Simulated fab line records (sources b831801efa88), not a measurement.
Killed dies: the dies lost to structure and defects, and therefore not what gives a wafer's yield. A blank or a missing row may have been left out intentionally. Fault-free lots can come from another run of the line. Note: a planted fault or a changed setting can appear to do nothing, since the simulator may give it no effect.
Which tool did it? + flow sky130 + 39 wafers from 13 lots sampled at 5 of the route's 708 steps

WHAT EACH GAUGE READ, for each wafer
SKY_VT_ADJUST_HVTP_OVL_MEAS_08.
| lot  | measured     | on         | VT_ADJUST_HVTP_OVL (nm) |
|------|--------------|------------|-------------------------|
| L829 | day 6 01:08  | overlay-02 | -0.5 0.5 -0.6           |
| L830 | day 6 05:00  | overlay-02 | -2.0 -1.3 -1.0          |
| L831 | day 6 12:32  | overlay-02 | 1.4 1.1 1.3             |
| L833 | day 6 23:38  | overlay-01 | -1.6 -1.3 -1.9          |
| L836 | day 7 23:55  | overlay-02 | -0.9 -0.1 0.1           |
| L838 | day 8 11:12  | overlay-01 | -0.6 -3.3 0.3           |
| L839 | day 9 02:13  | overlay-01 | -0.5 -0.8 -2.2          |
| L842 | day 9 13:13  | overlay-02 | -0.3 0.0 -0.4           |
| L844 | day 10 03:34 | overlay-01 | -0.3 -2.2 -2.1          |
| L846 | day 10 17:49 | overlay-01 | 2.1 -1.0 -0.3           |
| L849 | day 11 12:24 | overlay-01 | 0.2 -1.2 -0.9           |
| L850 | day 11 15:08 | overlay-02 | 3.2 0.9 0.3             |
| L851 | day 11 19:36 | overlay-02 | 0.4 0.8 0.7             |

SKY_VT_ADJUST_NCORE_TW_MEAS_11.
| lot  | measured     | on            | VT_ADJUST_NCORE_TW                  |
|------|--------------|---------------|-------------------------------------|
| L829 | day 8 12:38  | film_metro-04 | 216.1 214.9 216.1                   |
| L830 | day 8 16:07  | film_metro-01 | 219.1 219.7 220.7                   |
| L831 | day 9 01:52  | film_metro-04 | 218.8 218.2 218.5                   |
| L833 | day 9 13:12  | film_metro-04 | 217.4 218.3 217.6                   |
| L836 | day 10 17:47 | film_metro-03 | 218.2 218.7 219.5                   |
| L838 | day 11 06:09 | film_metro-01 | 222.7 220.9 221.8                   |
| L839 | day 11 21:31 | film_metro-04 | 218.6 217.2 218.3                   |
| L842 | day 12 10:28 | film_metro-01 | 218.3 218.5 218.6                   |
| L844 | day 13 03:23 | film_metro-03 | 217.5 218.5 218.3                   |
| L846 | day 13 18:31 | film_metro-03 | 230.5 229.8 231.0 230.4 230.3 230.4 |
| L849 | day 14 17:02 | film_metro-04 | 218.6 216.0 218.1                   |
| L850 | day 14 18:52 | film_metro-01 | 219.4 218.0 218.4                   |
| L851 | day 14 23:41 | film_metro-04 | 228.1 228.7 228.6 228.4 228.0 228.4 |

SKY_LDD_P_OVL_MEAS_08.
| lot  | measured     | on         | LDD_P_OVL (nm) |
|------|--------------|------------|----------------|
| L829 | day 18 22:16 | overlay-01 | -2.6 -3.1 -1.3 |
| L830 | day 19 01:08 | overlay-01 | -0.5 -1.8 -0.3 |
| L831 | day 19 16:47 | overlay-02 | 1.2 0.3 -0.7   |
| L833 | day 20 05:02 | overlay-01 | 0.4 2.0 1.2    |
| L836 | day 21 22:58 | overlay-01 | -0.1 0.4 -0.9  |
| L838 | day 22 10:13 | overlay-02 | 0.7 0.1 0.0    |
| L839 | day 23 04:56 | overlay-02 | -1.7 -0.7 -1.7 |
| L842 | day 23 23:25 | overlay-02 | -0.3 1.4 0.3   |
| L844 | day 24 18:38 | overlay-01 | -2.3 -2.7 -2.8 |
| L846 | day 25 11:49 | overlay-02 | 1.9 0.7 0.7    |
| L849 | day 26 11:43 | overlay-01 | -2.6 -1.5 -2.7 |
| L850 | day 26 15:11 | overlay-01 | -1.4 0.5 -0.1  |
| L851 | day 26 19:52 | overlay-01 | -2.1 -1.0 -1.7 |

SKY_LI_CONTACT_RS_MEAS_22: measures by four-point-probe.
| lot  | measured     | on            | LI_CONTACT_W_RS (ohm/sq) |
|------|--------------|---------------|--------------------------|
| L829 | day 29 02:46 | film_metro-02 | 0.279 0.281 0.282        |
| L830 | day 29 05:45 | film_metro-02 | 0.291 0.284 0.282        |
| L831 | day 29 17:53 | film_metro-03 | 0.282 0.286 0.282        |
| L833 | day 30 05:02 | film_metro-01 | 0.288 0.290 0.286        |
| L836 | day 31 19:28 | film_metro-02 | 0.275 0.276 0.284        |
| L838 | day 32 07:08 | film_metro-03 | 0.287 0.285 0.286        |
| L839 | day 32 23:26 | film_metro-01 | 0.291 0.284 0.293        |
| L842 | day 33 14:23 | film_metro-01 | 0.288 0.285 0.280        |
| L844 | day 34 07:11 | film_metro-02 | 0.284 0.293 0.283        |
| L846 | day 34 20:23 | film_metro-02 | 0.283 0.279 0.289        |
| L849 | day 35 21:10 | film_metro-02 | 0.283 0.288 0.282        |
| L850 | day 35 23:37 | film_metro-03 | 0.286 0.285 0.288        |
| L851 | day 36 04:18 | film_metro-03 | 0.287 0.290 0.280        |

EACH LOT AND THE TOOL THAT RAN IT (in order: tool; ch and the chambers of the sampled wafers; start)
| lot  | SKY_VT_ADJUST_NCORE_IMPLANT_09  |
|------|---------------------------------|
| L829 | implanter-02 ch 0, day 8 12:23  |
| L830 | implanter-04 ch 0, day 8 15:53  |
| L831 | implanter-04 ch 0, day 9 01:37  |
| L833 | implanter-01 ch 0, day 9 12:58  |
| L836 | implanter-02 ch 0, day 10 17:32 |
| L838 | implanter-01 ch 0, day 11 05:55 |
| L839 | implanter-01 ch 0, day 11 21:16 |
| L842 | implanter-02 ch 0, day 12 10:16 |
| L844 | implanter-04 ch 0, day 13 03:08 |
| L846 | implanter-02 ch 0, day 13 18:16 |
| L849 | implanter-01 ch 0, day 14 16:50 |
| L850 | implanter-01 ch 0, day 14 18:37 |
| L851 | implanter-02 ch 0, day 14 23:26 |
- SKY_VT_ADJUST_NCORE_IMPLANT_09

WHAT THE TOOLS THEMSELVES READ (means of the sampled wafers that have a number; where no wafer has one, the mark that the record gives instead)
SKY_VT_ADJUST_NCORE_IMPLANT_09.
| lot  | tool         | beam_on_s (s) | faraday_current_uA |
|------|--------------|---------------|--------------------|
| L829 | implanter-02 | 10.05         | 13.50              |
| L830 | implanter-04 | 10.21         | 13.27              |
| L831 | implanter-04 | 10.04         | 13.49              |
| L833 | implanter-01 | 10.15         | 13.35              |
| L836 | implanter-02 | 10.25         | 13.21              |
| L838 | implanter-01 | 10.14         | 13.32              |
| L839 | implanter-01 | 10.02         | 13.46              |
| L842 | implanter-02 | 10.11         | 13.39              |
| L844 | implanter-04 | 10.24         | 13.20              |
| L846 | implanter-02 | 11.85         | 11.44              |
| L849 | implanter-01 | 9.93          | 13.59              |
| L850 | implanter-01 | 10.15         | 13.33              |
| L851 | implanter-02 | 11.80         | 11.48              |

THE ANSWER, worked out from the rows above alone
Rule: usual is defined by the lots themselves. The widest of any qualifying gaps counts: lots, ordered by their means at a reading, are off when they make up no more than a third of the lots, leave a main group of 4 or more, and stand apart from it by 3 or more times the standard deviation of that group's means. If all means in a main group match to the digits the tables above print for the reading, that group is not used. Also off: a lot with no number at a reading for which 4 or more lots have one. Any other lot the step has rows for is counted as sound. After the gauges, taken in route order, come the tools' own readings; for these a lot's mean is taken, as printed above. At the first step where some lot is off, the reading lying furthest off is the one used; lots without a number count as furthest.
Off: L846, L851, at SKY_VT_ADJUST_NCORE_TW_MEAS_11 (VT_ADJUST_NCORE_TW). Mean 218.5 and standard deviation 1.4 in the main group.
If a tool, at a process step before that reading, ran all the lots that are off and no sound lot after the first of them, it fits. Not tried: the gauges at SKY_VT_ADJUST_NCORE_TW_MEAS_11; whatever is off there is also off at SKY_VT_ADJUST_NCORE_IMPLANT_09, on other tools, and gauge error can't account for it. One candidate fits, namely implanter-02 at SKY_VT_ADJUST_NCORE_IMPLANT_09. Its last sound lot is L842 (day 12 10:16), its first lot that is off L846 (day 13 18:16): a fault that began between those two fits.
The tool's own readings at SKY_VT_ADJUST_NCORE_IMPLANT_09 bear it out: on the lots that are off they differ by more than 5 times the standard deviation of the sound lots' means. beam_on_s reads 11.82 s there against 10.12 s on the sound lots; faraday_current_uA reads 11.46 there against 13.37 on the sound lots.

WHAT WAS PUT IN BY THE SIMULATOR
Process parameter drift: implanter-02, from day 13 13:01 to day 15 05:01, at SKY_VT_ADJUST_NCORE_IMPLANT_09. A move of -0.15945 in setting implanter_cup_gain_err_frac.
Lots struck among those shown: L846, L851. The same result came from the rule above.
